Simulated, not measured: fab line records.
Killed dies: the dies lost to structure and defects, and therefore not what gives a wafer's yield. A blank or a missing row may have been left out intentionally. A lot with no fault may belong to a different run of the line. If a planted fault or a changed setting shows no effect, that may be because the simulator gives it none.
The tool behind it: which one? -- flow sky130 -- 30 wafers from 11 lots sampled at 2 of the route's 708 steps

## WHAT EACH GAUGE READ, for each wafer
SKY_VIA2_RS_MEAS_22: uses a four-point probe to measure.
lot,measured,on,VIA2_W_RS (ohm/sq)
L734,day 35 13:13,film metro-03,0.2671 0.2704 0.2686
L737,day 37 00:44,film metro-03,0.7816 0.2738 0.7796 0.2739
L738,day 37 08:02,film metro-02,0.8376 0.2764 0.8366 0.2762
L740,day 37 18:14,film metro-02,0.8243 0.8146 0.8256 0.8162
L747,day 40 17:47,film metro-02,0.2745 0.2721 0.2726
L751,day 42 08:29,film metro-02,0.2694 0.2713 0.2678
L752,day 42 17:37,film metro-04,0.2728 0.2706 0.2718
L753,day 42 19:43,film metro-03,0.2751 0.2755 0.2758
L755,day 43 06:13,film metro-02,0.2777 0.2748 0.2700
L754,day 43 11:32,film metro-03,0.2750 0.2744 0.2759
L756,day 43 19:58,film metro-02,0.2778 0.2746 0.2757

## WHAT TOOL EACH LOT RAN ON (gives the tool, then ch and the chambers of the sampled wafers, and finally the start)
lot,SKY_VIA2_CVD_21
L734,"cvd w-01 ch 0,1, day 35 13:04"
L737,"cvd w-01 ch 0,1, day 37 00:36"
L738,"cvd w-01 ch 1, day 37 07:54"
L740,"cvd w-01 ch 0,1, day 37 18:06"
L747,"cvd w-01 ch 0,1, day 40 17:40"
L751,"cvd w-02 ch 0,1, day 42 08:22"
L752,"cvd w-01 ch 0,1, day 42 17:28"
L753,"cvd w-01 ch 0,1, day 42 19:35"
L755,"cvd w-01 ch 0,1, day 43 06:05"
L754,"cvd w-02 ch 0,1, day 43 11:24"
L756,"cvd w-02 ch 0,1, day 43 19:50"
- SKY_VIA2_CVD_21: deposits W, target thk 420 nm, time 126.4 s.

## THE ANSWER, worked out from the rows above alone
Rule: the usual values come from the lots themselves. The widest of any qualifying gaps counts: lots, ordered by their means at a reading, are off when they make up no more than a third of the lots, leave a main group of 4 or more, and stand apart from it by 3 or more times the standard deviation of that group's means. A main group whose means are all the same, to the digits that the tables above print for the reading, isn't used. A lot without any number at a reading at which 4 lots or more have one is off too. All remaining lots with rows at the step are treated as sound.
Off: at SKY_VIA2_RS_MEAS_22 (VIA2_W_RS), L737, L738, L740. The main group: mean 0.2730 ohm/sq, standard deviation 0.0026.
A tool fits if, at a process step before that reading, it ran every lot that is off, and no sound lot after the first of them. The gauges at SKY_VIA2_RS_MEAS_22 are tried like those tools. Not one of the candidates tried fits.

## WHAT WAS PUT IN BY THE SIMULATOR
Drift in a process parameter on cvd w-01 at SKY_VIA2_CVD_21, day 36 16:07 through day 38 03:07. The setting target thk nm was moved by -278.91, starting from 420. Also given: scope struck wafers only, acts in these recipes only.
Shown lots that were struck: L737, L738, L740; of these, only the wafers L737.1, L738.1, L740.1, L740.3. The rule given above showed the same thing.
